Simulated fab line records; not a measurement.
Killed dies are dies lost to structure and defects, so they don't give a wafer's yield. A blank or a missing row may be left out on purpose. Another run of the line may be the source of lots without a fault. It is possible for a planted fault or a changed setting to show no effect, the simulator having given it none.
What tool caused it? + flow gf180mcu + 13 lots with 39 wafers sampled at 3 steps, on a route of 602 steps

## WHAT THE GAUGES READ, wafer by wafer
GF_HV_LDD_TW_MEAS_50. Usual: HV_LDD_4_TW 564, standard deviation 7.1.
| lot  | measured     | on            | HV_LDD_4_TW | flag |
|------|--------------|---------------|-------------|------|
| L139 | day 12 17:53 | film_metro-01 | 563 563 561 |      |
| L140 | day 13 02:36 | film_metro-01 | 555 556 553 |      |
| L141 | day 13 17:27 | film_metro-04 | 568 568 567 |      |
| L142 | day 13 21:21 | film_metro-01 | 558 558 556 |      |
| L143 | day 14 05:16 | film_metro-01 | 556 556 557 |      |
| L145 | day 14 16:59 | film_metro-02 | 568 570 572 |      |
| L148 | day 15 22:12 | film_metro-01 | 538 541 540 | OFF  |
| L149 | day 16 03:26 | film_metro-01 | 533 534 534 | OFF  |
| L150 | day 16 07:08 | film_metro-04 | 569 568 564 |      |
| L154 | day 17 16:18 | film_metro-01 | 559 557 555 |      |
| L158 | day 19 03:46 | film_metro-04 | 567 571 570 |      |
| L159 | day 19 14:33 | film_metro-01 | 553 556 557 |      |
| L161 | day 20 00:43 | film_metro-02 | 572 575 573 |      |

## TOOL THAT RAN EACH LOT (tool first, then ch and the chambers of the sampled wafers, then the start)
| lot  | GF_VT_IMPLANT_STRIP_09               | GF_HV_LDD_IMPLANT_48            |
|------|--------------------------------------|---------------------------------|
| L139 | plasma_asher-01 ch 0,1, day 5 21:41  | implanter-02 ch 0, day 12 17:40 |
| L140 | plasma_asher-04 ch 0,1, day 6 03:10  | implanter-04 ch 0, day 13 02:21 |
| L141 | plasma_asher-04 ch 0,1, day 6 10:32  | implanter-03 ch 0, day 13 17:12 |
| L142 | plasma_asher-04 ch 0,1, day 6 14:35  | implanter-04 ch 0, day 13 21:06 |
| L143 | plasma_asher-04 ch 0,1, day 6 19:29  | implanter-03 ch 0, day 14 05:01 |
| L145 | plasma_asher-04 ch 0,1, day 7 10:05  | implanter-04 ch 0, day 14 16:44 |
| L148 | plasma_asher-01 ch 0,1, day 8 05:53  | implanter-04 ch 0, day 15 21:57 |
| L149 | plasma_asher-02 ch 0,1, day 8 10:57  | implanter-04 ch 0, day 16 03:14 |
| L150 | plasma_asher-02 ch 0,1, day 8 18:02  | implanter-03 ch 0, day 16 06:53 |
| L154 | plasma_asher-01 ch 1, day 9 16:53    | implanter-03 ch 0, day 17 16:04 |
| L158 | plasma_asher-01 ch 0,1, day 10 19:32 | implanter-04 ch 0, day 19 03:31 |
| L159 | plasma_asher-02 ch 0,1, day 11 00:53 | implanter-02 ch 0, day 19 14:18 |
| L161 | plasma_asher-01 ch 0,1, day 11 13:10 | implanter-04 ch 0, day 20 00:30 |
- GF_VT_IMPLANT_STRIP_09: strips in O2/N2.
- GF_HV_LDD_IMPLANT_48

## WHAT THE TOOLS THEMSELVES READ (means of the sampled wafers that have a number; where no wafer has one, the mark that the record gives instead)
GF_VT_IMPLANT_STRIP_09. Usual: drypump_motor_current_A 6.0 A, standard deviation 0.52; heater_power_w 353 W, standard deviation 40; oes_product_au 0.716 a.u., standard deviation 0.0043; strip_time_to_endpoint_s 12.617 s, standard deviation 0.029.
| lot  | tool            | drypump_motor_current_A (A) | heater_power_w (W) | oes_product_au (a.u.) | strip_time_to_endpoint_s (s) | flag |
|------|-----------------|-----------------------------|--------------------|-----------------------|------------------------------|------|
| L139 | plasma_asher-01 | 6.1                         | 320                | 0.718                 | 12.585                       |      |
| L140 | plasma_asher-04 | 5.6                         | 396                | 0.720                 | 12.605                       |      |
| L141 | plasma_asher-04 | 5.6                         | 391                | 0.718                 | 12.618                       |      |
| L142 | plasma_asher-04 | 5.4                         | 380                | 0.717                 | 12.598                       |      |
| L143 | plasma_asher-04 | 5.4                         | 376                | 0.714                 | 12.638                       |      |
| L145 | plasma_asher-04 | 5.6                         | 392                | 0.718                 | 12.616                       |      |
| L148 | plasma_asher-01 | 6.4                         | 318                | 0.715                 | 12.646                       |      |
| L149 | plasma_asher-02 | 6.4                         | 343                | 0.718                 | 12.626                       |      |
| L150 | plasma_asher-02 | 6.4                         | 344                | 0.715                 | 12.610                       |      |
| L154 | plasma_asher-01 | 6.6                         | 322                | 0.718                 | 12.617                       |      |
| L158 | plasma_asher-01 | 6.4                         | 319                | 0.721                 | 12.608                       |      |
| L159 | plasma_asher-02 | 6.1                         | 377                | 0.713                 | 12.631                       |      |
| L161 | plasma_asher-01 | 6.4                         | 317                | 0.716                 | 12.624                       |      |

GF_HV_LDD_IMPLANT_48. Usual: beam_energy_keV reads 24.999 (standard deviation 0.0083).
| lot  | tool         | beam_energy_keV | flag |
|------|--------------|-----------------|------|
| L139 | implanter-02 | 25.003          |      |
| L140 | implanter-04 | 25.001          |      |
| L141 | implanter-03 | 24.999          |      |
| L142 | implanter-04 | 24.995          |      |
| L143 | implanter-03 | 25.002          |      |
| L145 | implanter-04 | 24.992          |      |
| L148 | implanter-04 | 21.090          | OFF  |
| L149 | implanter-04 | 21.080          | OFF  |
| L150 | implanter-03 | 25.005          |      |
| L154 | implanter-03 | 24.999          |      |
| L158 | implanter-04 | 24.997          |      |
| L159 | implanter-02 | 24.989          |      |
| L161 | implanter-04 | 24.998          |      |

## THE ANSWER, worked out from the rows above alone
Rule: take the mean of a lot's wafers that have a number; if it is more than 3 standard deviations from the usual mean, the lot is off. Also off: a lot with no number at a reading for which 4 or more lots have one. All remaining lots with rows at the step are treated as sound. Order of review: gauges by route order, followed by the tools' own readings, for which a lot's mean as printed above is used. At the first step where some lot is off, the reading lying furthest off is the one used; lots without a number count as furthest.
Off: L148, L149, seen at GF_HV_LDD_TW_MEAS_50 (HV_LDD_4_TW).
If a tool, at a process step before that reading, ran all the lots that are off and no sound lot after the first of them, it fits. The gauges at GF_HV_LDD_TW_MEAS_50 aren't tried: what is off there is off at GF_HV_LDD_IMPLANT_48 too, on other tools, and a gauge's error can't cause that. None of those tried fits.

## WHAT THE SIMULATOR HAD INSERTED
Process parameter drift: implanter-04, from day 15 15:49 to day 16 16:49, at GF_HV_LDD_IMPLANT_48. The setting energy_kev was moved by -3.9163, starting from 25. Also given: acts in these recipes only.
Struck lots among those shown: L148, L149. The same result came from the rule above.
